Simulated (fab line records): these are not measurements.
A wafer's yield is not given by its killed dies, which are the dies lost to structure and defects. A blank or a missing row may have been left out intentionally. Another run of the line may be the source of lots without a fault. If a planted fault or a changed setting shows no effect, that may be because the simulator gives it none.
fab line records	flow gf180mcu
record lots=6	wafers=18	last-day=34
route steps=602 shown V3@445 M4@456
lots untouched by any fault: they come from a run of this same line in which no faults occurred
start-h: hours from the record's opening day to when the first of the lot's shown wafers began	wait-h: hours since the lot's step before	" as in the row above	L1.1+2: a row that stands for several wafers	- value missing, or start not given	* or withheld: withheld	< > ~ a bound
route shown NAME@n: names a module that has steps shown in the file, with the first one's number in the route	usual: mean/standard deviation of fault-free wafers	same: alike in all rows	chamber/n: place in a boat	sites: each site's reading	_std_site: how widely they spread, as a standard deviation	_edge_site: inner sites' mean taken away from outer sites' mean	radius-mm: for every site, how far away it sits from the centre of the wafer	mask NAME#n: copy n	behind: tool/chamber where the wafer was last shaped	hold: reason for holding the lot/hours on hold/outcome of the hold	device: the n, p or np transistor that did not switch	end of line: the tests these same wafers got at the end of their route	a step given without rows: its recipe and nothing more	killed: dies that structure and defects cost at the first sort, which is not the same as the wafer's yield	map: a wafer's dies, x killed, . not, _ none there
set.NAME: setting as actually run; set.NAME@STEP: the setting as run at that earlier step	model.NAME: the simulator's own value behind a step, which no gauge read
lots at selected steps of the route; one table per step, one row per wafer
services: a tool's chamber out of use, with start hour (start-h, from the record's first day; less than 0 if before it), hours out, and reason
## steps
# step GF_V3_ETCH_16
# recipe chemistry=N2/H2	target-depth-a=withheld	overetch-a=withheld	time-s=withheld	target=BARC	ion-energy-ev=200	source-w=500	bias-w=100	pressure-mtorr=30	n2-flow-sccm=100	h2-flow-sccm=200
# step GF_V3_ETCH_17
# recipe chemistry=C4F8/O2/Ar	mask-material=KrF	target=SiO2	stop-on=TiN	source-w=1500	bias-w=1200	pressure-mtorr=40	c4f8-flow-sccm=withheld	O2_flow_sccm=6	Ar_flow_sccm=300	time-s=withheld	target-depth-a=6350
# usual oes-product-au=0.855/0.0045
lot.wafer	tool	chamber	start-h	wait-h	oes-product-au
L916.1	rie-diel-02	3	-	-	0.850
L916.3	"	0	"	"	0.856
L916.4	"	1	"	"	0.851
L924.2	rie-diel-01	2	-	-	0.857
L924.4	"	3	"	"	0.858
L924.5	"	2	"	"	0.856
L925.4	rie-diel-01	2	-	-	0.858
L925.5	"	0	"	"	0.855
L925.6	"	1	"	"	0.856
L928.1	rie-diel-03	2	-	-	0.860
L928.4	"	1	"	"	0.859
L928.5	"	3	"	"	0.861
L931.1	rie-diel-03	1	-	-	0.859
L931.4	"	3	"	"	0.855
L931.5	"	3	"	"	0.848
L936.1	rie-diel-03	0	-	-	0.852
L936.2	"	1	"	"	0.864
L936.4	"	2	"	"	0.851
# step GF_V3_STRIP_18
# recipe chemistry=O2/N2	power-w=1400	pressure-mtorr=1500	platen-temp-c=250	o2-flow-sccm=3000	n2-flow-sccm=300	overash-fraction=0.5
# usual drypump-motor-current-A=5.8/0.35	heater-power-w=318/35	n2-flow-sccm=299.9/0.98	o2-flow-sccm=3000/8.8	oes-product-au=0.592/0.0048
lot.wafer	tool	chamber	start-h	wait-h	drypump-motor-current-A	heater-power-w	n2-flow-sccm	o2-flow-sccm	oes-product-au	rf-hours-counter-h
L916.1	plasma-asher-03	0	527.68	-	6.0	319	300.3	3002	0.585	89
L916.3	"	0	"	"	5.9	324	300.3	3003	0.598	-
L916.4	"	1	"	"	5.9	257	301.0	2998	0.597	-
L924.2	plasma-asher-02	1	597.30	-	6.0	335	299.7	3003	0.594	83
L924.4	"	1	"	"	5.9	329	298.1	2993	0.589	-
L924.5	"	0	"	"	6.2	371	300.2	3004	0.594	-
L925.4	plasma-asher-03	1	605.23	-	5.8	264	299.2	3018	0.586	-
L925.5	"	0	"	"	6.0	322	299.0	2999	0.587	-
L925.6	"	1	"	"	5.9	267	299.6	3011	0.600	-
L928.1	plasma-asher-01	0	626.05	-	5.2	315	300.6	3015	0.587	47
L928.4	"	1	"	"	5.3	322	300.1	3001	0.590	-
L928.5	"	1	"	"	5.3	308	298.8	2989	0.587	-
L931.1	plasma-asher-03	0	649.70	-	6.0	316	300.2	3010	0.592	103
L931.4	"	1	"	"	5.8	262	301.1	3014	0.592	-
L931.5	"	0	"	"	5.9	326	298.9	2997	0.592	-
L936.1	plasma-asher-01	0	682.95	-	5.2	319	299.0	3011	0.600	54
L936.2	"	1	"	"	5.2	322	299.9	3004	0.598	54
L936.4	"	0	"	"	5.2	328	298.5	3006	0.593	-
# step GF_V3_STRIP_19
# recipe chemistry=post-etch-residue-remover	time-s=1200	temp-c=72.5
# step GF_V3_CLEAN_20
# recipe chemistry=DIW	dry=n2-spin
# step GF_V3_SPUTTER_21
# recipe material=Ti	target-thk-nm=15	chamber-pressure-pa=5	power-w=2500	substrate-temp-c=200	time-s=80.02
# step GF_V3_SPUTTER_22
# recipe material=TiN	target-thk-nm=10	chamber-pressure-pa=5	power-w=4000	time-s=40
# usual cathode-dc-power-W=4000.0/0.77	chamber-pressure-pa=4.999/0.0091	throttle-valve-pct=30.6/0.95
lot.wafer	tool	chamber	start-h	wait-h	cathode-dc-power-W	chamber-pressure-pa	throttle-valve-pct
L916.1	pvd-sputter-04	-	528.28	0.0	3999.7	4.995	30.7
L916.3	"	-	"	"	3999.6	4.998	30.8
L916.4	"	-	"	"	4000.7	5.006	30.6
L924.2	pvd-sputter-03	-	597.89	0.0	4000.7	5.006	30.7
L924.4	"	-	"	"	3999.8	4.996	29.4
L924.5	"	-	"	"	3999.2	4.985	29.5
L925.4	pvd-sputter-04	-	605.79	0.0	4000.5	5.018	30.4
L925.5	"	-	"	"	3999.4	4.993	30.7
L925.6	"	-	"	"	4000.6	5.011	30.5
L928.1	pvd-sputter-04	-	626.68	0.0	4000.9	4.996	30.7
L928.4	"	-	"	"	4000.4	4.977	30.8
L928.5	"	-	"	"	3999.7	5.004	30.1
L931.1	pvd-sputter-04	-	650.30	0.0	3999.5	4.990	30.7
L931.4	"	-	"	"	3999.6	5.001	31.0
L931.5	"	-	"	"	3998.6	5.003	30.8
L936.1	pvd-sputter-04	-	683.63	0.0	3998.5	4.987	30.0
L936.2	"	-	"	"	4000.9	5.000	30.6
L936.4	"	-	"	"	3999.8	5.012	30.8
# step GF_V3_CVD_23
# recipe material=W	target-thk-nm=350	time-s=104.9	temp-c=400	pressure-torr=40
# step GF_V3_RS_MEAS_24
# recipe thk-meas-gauge=four-point-probe	reads=W_of_V3_CVD_23+TiN_of_V3_SPUTTER_22+Ti_of_V3_SPUTTER_21
# usual V3_W_RS=0.327/0.0045
lot.wafer	tool	chamber	start-h	wait-h	V3_W_RS[ohm/sq]
L916.1	film-metro-03	-	528.43	0.1	0.330
L916.3	"	-	"	"	0.334
L916.4	"	-	"	"	0.332
L924.2	film-metro-03	-	598.06	0.1	0.321
L924.4	"	-	"	"	0.322
L924.5	"	-	"	"	0.321
L925.4	film-metro-02	-	606.01	0.1	0.330
L925.5	"	-	"	"	0.330
L925.6	"	-	"	"	0.329
L928.1	film-metro-02	-	626.83	0.1	0.327
L928.4	"	-	"	"	0.325
L928.5	"	-	"	"	0.327
L931.1	film-metro-01	-	650.45	0.1	0.322
L931.4	"	-	"	"	0.329
L931.5	"	-	"	"	0.323
L936.1	film-metro-01	-	683.78	0.1	0.329
L936.2	"	-	"	"	0.330
L936.4	"	-	"	"	0.327
# step GF_V3_THK_MEAS_25
# recipe thk-meas-gauge=xrf	reads=W_of_V3_CVD_23
# usual V3_W_THK=337/6.7
lot.wafer	tool	chamber	start-h	wait-h	V3_W_THK[nm]
L916.1	film-metro-03	-	528.55	0.1	342
L916.3	"	-	"	"	338
L916.4	"	-	"	"	337
L924.2	film-metro-03	-	598.17	0.1	346
L924.4	"	-	"	"	346
L924.5	"	-	"	"	349
L925.4	film-metro-02	-	606.10	0.1	336
L925.5	"	-	"	"	337
L925.6	"	-	"	"	338
L928.1	film-metro-02	-	626.95	0.1	341
L928.4	"	-	"	"	342
L928.5	"	-	"	"	339
L931.1	film-metro-01	-	650.57	0.1	340
L931.4	"	-	"	"	331
L931.5	"	-	"	"	338
L936.1	film-metro-01	-	683.90	0.1	330
L936.2	"	-	"	"	333
L936.4	"	-	"	"	332
# step GF_V3_CMP_26
# recipe stop-on=SiO2	down-force-psi=3.5	platen-rpm=60	t-overpolish-s=15	target-thk-nm=0	pad-velocity-m-s=0.94248
# step GF_M4_SPUTTER_00
# recipe material=Ti	target-thk-nm=37.5	arriving-ion-energy-ev=80	substrate-temp-c=200	chamber-pressure-pa=2	power-w=4000	time-s=150
# step GF_M4_SPUTTER_01
# recipe material=TiN	target-thk-nm=30	power-w=6500	time-s=25	chamber-pressure-pa=0.4
# usual cathode-dc-power-W=6500.3/1.2	chamber-pressure-pa=0.3999/0.0008	throttle-valve-pct=30.3/0.57
lot.wafer	tool	chamber	start-h	wait-h	cathode-dc-power-W	chamber-pressure-pa	throttle-valve-pct
L916.1	pvd-sputter-04	-	529.01	0.1	6501.1	0.4000	30.0
L916.3	"	-	"	"	6500.2	0.4005	30.3
L916.4	"	-	"	"	6500.6	0.4003	31.0
L924.2	pvd-sputter-04	-	598.62	0.1	-	-	-
L924.4	"	-	"	"	-	-	-
L924.5	"	-	"	"	-	-	-
L925.4	pvd-sputter-03	-	606.53	0.1	-	-	-
L925.5	"	-	"	"	-	-	-
L925.6	"	-	"	"	-	-	-
L928.1	pvd-sputter-03	-	627.41	0.1	6503.7	0.3997	30.4
L928.4	"	-	"	"	6499.9	0.4008	28.5
L928.5	"	-	"	"	6500.6	0.4001	28.9
L931.1	pvd-sputter-03	-	651.03	0.1	6500.1	0.3994	30.2
L931.4	"	-	"	"	6500.0	0.4002	29.4
L931.5	"	-	"	"	6499.7	0.4001	28.9
L936.1	pvd-sputter-01	-	684.36	0.1	6499.8	0.4009	30.1
L936.2	"	-	"	"	6502.0	0.4000	30.4
L936.4	"	-	"	"	6500.7	0.4017	30.5
# step GF_M4_SPUTTER_02
# recipe material=AlCu	target-thk-nm=450	power-w=10600	time-s=23.9	chamber-pressure-pa=0.4
# usual cathode-dc-power-W=10600/2	chamber-pressure-pa=0.4001/0.00076	throttle-valve-pct=30.3/0.56
lot.wafer	tool	chamber	start-h	wait-h	cathode-dc-power-W	chamber-pressure-pa	throttle-valve-pct
L916.1	pvd-sputter-04	-	529.04	0.0	10599	0.3998	30.0
L916.3	"	-	"	"	10602	0.4005	30.8
L916.4	"	-	"	"	10601	0.4006	30.5
L924.2	pvd-sputter-04	-	598.65	0.0	10601	0.4002	30.3
L924.4	"	-	"	"	10597	0.4010	30.9
L924.5	"	-	"	"	10601	0.4007	30.3
L925.4	pvd-sputter-03	-	606.56	0.0	10599	0.4009	28.8
L925.5	"	-	"	"	10601	0.4006	28.7
L925.6	"	-	"	"	10603	0.3993	29.2
L928.1	pvd-sputter-03	-	627.44	0.0	10600	0.4000	30.1
L928.4	"	-	"	"	10603	0.3989	29.0
L928.5	"	-	"	"	10602	0.3989	28.9
L931.1	pvd-sputter-03	-	651.06	0.0	10601	0.3990	30.5
L931.4	"	-	"	"	10603	0.4008	29.3
L931.5	"	-	"	"	10598	0.4005	28.7
L936.1	pvd-sputter-01	-	684.40	0.0	10600	0.4000	30.2
L936.2	"	-	"	"	10600	0.3999	30.5
L936.4	"	-	"	"	10599	0.3995	30.2
# step GF_M4_SPUTTER_03
# recipe material=Ti	target-thk-nm=10	substrate-temp-c=300	chamber-pressure-pa=0.3	power-w=3000	time-s=6.7
# step GF_M4_SPUTTER_04
# recipe material=TiN	target-thk-nm=50	power-w=6500	time-s=41.7	chamber-pressure-pa=0.4
# usual cathode-dc-power-W=6499.9/1.2	chamber-pressure-pa=0.4000/0.00076	throttle-valve-pct=30.2/0.56
lot.wafer	tool	chamber	start-h	wait-h	cathode-dc-power-W	chamber-pressure-pa	throttle-valve-pct
L916.1	pvd-sputter-04	-	529.09	0.0	6499.9	0.3998	30.3
L916.3	"	-	"	"	6498.4	0.4008	30.6
L916.4	"	-	"	"	6498.2	0.4007	30.4
L924.2	pvd-sputter-04	-	598.70	0.0	6502.6	0.4009	30.0
L924.4	"	-	"	"	6498.0	0.4001	30.9
L924.5	"	-	"	"	6498.3	0.4004	30.2
L925.4	pvd-sputter-03	-	606.61	0.0	6500.7	0.4006	28.9
L925.5	"	-	"	"	6499.2	0.4018	28.8
L925.6	"	-	"	"	6500.1	0.3996	29.8
L928.1	pvd-sputter-03	-	627.49	0.0	6497.9	0.3990	30.3
L928.4	"	-	"	"	6501.5	0.3989	28.7
L928.5	"	-	"	"	6501.2	0.4000	29.0
L931.1	pvd-sputter-03	-	651.11	0.0	6501.1	0.4000	30.3
L931.4	"	-	"	"	6500.1	0.4009	29.2
L931.5	"	-	"	"	6499.7	0.4005	28.7
L936.1	pvd-sputter-01	-	684.45	0.0	6500.3	0.4003	30.1
L936.2	"	-	"	"	6501.2	0.3992	30.3
L936.4	"	-	"	"	6499.1	0.4005	30.5
# step GF_M4_DEHYDRATE_07
# recipe temp-c=200	time-s=60
# step GF_M4_HMDS_08
# recipe prime-time-s=60	prime-temp-c=120
# step GF_M4_COAT_09
# recipe resist=KrF	spin-rpm=withheld	resist-thk-nm=1000
# step GF_M4_SOFTBAKE_10
# recipe temp-c=130	time-s=60	resist=KrF
# step GF_M4_EXPOSE_11
# recipe mask-id=Metal4	target-cd-nm=280	na=0.68	source-shape=conventional	sigma-outer=0.6	dose-mj=28
# step GF_M4_PEB_12
# recipe peb-temp-c=135	peb-time-s=90	resist=KrF
# step GF_M4_DEVELOP_13
# recipe develop-time-s=60	dev-temp-c=21
# step GF_M4_CD_MEAS_14
# recipe target-cd-nm=280
# usual cd-nm=280.0/1.3
lot.wafer	tool	chamber	start-h	wait-h	cd-nm
L916.1	cd-sem-02	-	551.60	0.1	278.0
L916.3	"	-	"	"	278.8
L916.4	"	-	"	"	278.6
L924.2	cd-sem-02	-	619.26	0.1	278.4
L924.4	"	-	"	"	278.1
L924.5	"	-	"	"	277.1
L925.4	cd-sem-01	-	627.00	0.1	279.2
L925.5	"	-	"	"	278.9
L925.6	"	-	"	"	278.4
L928.1	cd-sem-02	-	647.86	0.1	281.2
L928.4	"	-	"	"	279.7
L928.5	"	-	"	"	279.8
L931.1	cd-sem-02	-	670.61	0.1	278.1
L931.4	"	-	"	"	279.5
L931.5	"	-	"	"	279.6
L936.1	cd-sem-02	-	703.26	0.1	281.8
L936.2	"	-	"	"	280.2
L936.4	"	-	"	"	280.8
# step GF_M4_OVL_MEAS_15
# usual M4_OVL=-2/5.2
lot.wafer	tool	chamber	start-h	wait-h	M4_OVL[nm]
L916.1	overlay-01	-	551.72	0.1	-1
L916.3	"	-	"	"	5
L916.4	"	-	"	"	0
L924.2	overlay-02	-	619.36	0.1	1
L924.4	"	-	"	"	1
L924.5	"	-	"	"	2
L925.4	overlay-02	-	627.08	0.1	-4
L925.5	"	-	"	"	-3
L925.6	"	-	"	"	-7
L928.1	overlay-01	-	647.98	0.1	-4
L928.4	"	-	"	"	-1
L928.5	"	-	"	"	3
L931.1	overlay-02	-	670.73	0.1	-10
L931.4	"	-	"	"	-8
L931.5	"	-	"	"	-5
L936.1	overlay-02	-	703.38	0.1	-3
L936.2	"	-	"	"	2
L936.4	"	-	"	"	5
# step GF_M4_METAL_ETCH_16
# recipe chemistry=Cl2/BCl3	mask-material=KrF	target-depth-nm=627.5	stop-on=SiO2	pressure-mtorr=8	icp-w=800	bias-w=140	Cl2_flow_sccm=80	bcl3-flow-sccm=40	time-s=104.6
# usual drypump-motor-current-A=5.7/0.42	he-backside-leak-sccm=3.30/0.25	oes-product-au=0.970/0.0065	throttle-valve-pct=28.252/0.011
lot.wafer	tool	chamber	start-h	wait-h	drypump-motor-current-A	he-backside-leak-sccm	oes-product-au	rf-hours-counter-h	throttle-valve-pct
L916.1	rie-metal-04	0	551.75	0.0	5.1	3.45	0.970	1	28.250
L916.3	"	1	"	"	5.6	3.39	0.976	-	28.227
L916.4	"	0	"	"	5.1	3.35	0.974	-	28.231
L924.2	rie-metal-02	1	619.39	0.0	6.4	3.11	0.947	3	28.294
L924.4	"	0	"	"	5.3	4.13	0.945	-	28.289
L924.5	"	0	"	"	5.3	3.32	0.941	-	28.274
L925.4	rie-metal-01	1	627.13	0.0	6.1	3.41	0.952	-	28.277
L925.5	"	1	"	"	6.1	3.43	0.951	-	28.279
L925.6	"	0	"	"	5.4	2.75	0.943	-	28.279
L928.1	rie-metal-02	0	648.02	0.0	5.3	3.39	0.975	10	28.239
L928.4	"	1	"	"	6.4	3.22	0.978	-	28.243
L928.5	"	1	"	"	6.4	3.29	0.983	-	28.245
L931.1	rie-metal-01	1	670.77	0.0	6.1	3.29	0.965	5	28.246
L931.4	"	1	"	"	6.1	3.20	0.967	-	28.275
L931.5	"	0	"	"	5.4	2.91	0.972	-	28.257
L936.1	rie-metal-01	0	703.42	0.0	5.5	3.30	0.962	14	28.259
L936.2	"	1	"	"	6.1	3.24	0.971	6	28.258
L936.4	"	1	"	"	6.1	3.29	0.967	-	28.267
# step GF_M4_STRIP_17
# recipe chemistry=O2/N2	power-w=1400	pressure-mtorr=1500	platen-temp-c=250	o2-flow-sccm=3000	n2-flow-sccm=300	overash-fraction=0.5
## services
tool	chamber	start-h	hours	kind
rie-diel-02	2	505.33	2.1	repair
rie-metal-02	0	513.86	2.1	repair
plasma-asher-01	-	536.57	8.6	repair
rie-metal-01	0	538.28	6.4	repair
plasma-asher-02	-	548.04	0.4	repair
rie-diel-01	-	548.35	2.8	pm
rie-metal-02	0	556.26	4.7	repair
rie-metal-02	1	558.21	8.4	repair
rie-diel-03	0	568.71	9.6	repair
rie-metal-01	-	572.37	14.6	pm
rie-diel-03	1	586.75	2.4	repair
plasma-asher-03	-	592.38	2.2	repair
rie-diel-02	2	594.37	5.1	repair
plasma-asher-02	-	598.81	45.5	repair
rie-diel-01	3	606.87	18.7	repair
pvd-sputter-01	-	609.38	2.2	repair
plasma-asher-02	-	612.78	3.8	repair
rie-diel-03	2	638.63	7.0	repair
rie-diel-01	1	643.75	5.5	repair
plasma-asher-01	-	651.88	5.2	repair
rie-diel-02	3	652.02	2.3	repair
pvd-sputter-01	-	691.19	4.7	repair
plasma-asher-01	-	692.85	2.1	repair
pvd-sputter-03	-	693.65	13.4	repair
## key
first-sign step=GF_M4_SPUTTER_01	reading=tool-record	direction=missing
effect step=GF_M4_METAL_ETCH_16	reading=oes-product-au	direction=down	sigmas=3.6	usual=0.970	struck=0.947
met-at GF_M4_SPUTTER_01
struck-wafers L924.2,L924.4,L924.5,L925.4,L925.5,L925.6
later-rows-left-out L924.2,L924.4,L924.5,L925.4,L925.5,L925.6
sort-left-out L924.2,L924.4,L924.5,L925.4,L925.5,L925.6
onset-between 529.01 598.62
fault kind=skipped-step-whole	tool=pvd-sputter-03,pvd-sputter-04	chamber=-	onset-h=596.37	steps=GF_M4_SPUTTER_01	scope=struck-lots-only
# sort-left-out: the simulated sort isn't trusted on such a fault, so these wafers' sort isn't shown, and their yield isn't known
# later-rows-left-out: the simulator's readings of these wafers behind a module that went badly wrong aren't trusted and aren't shown, but for the sort
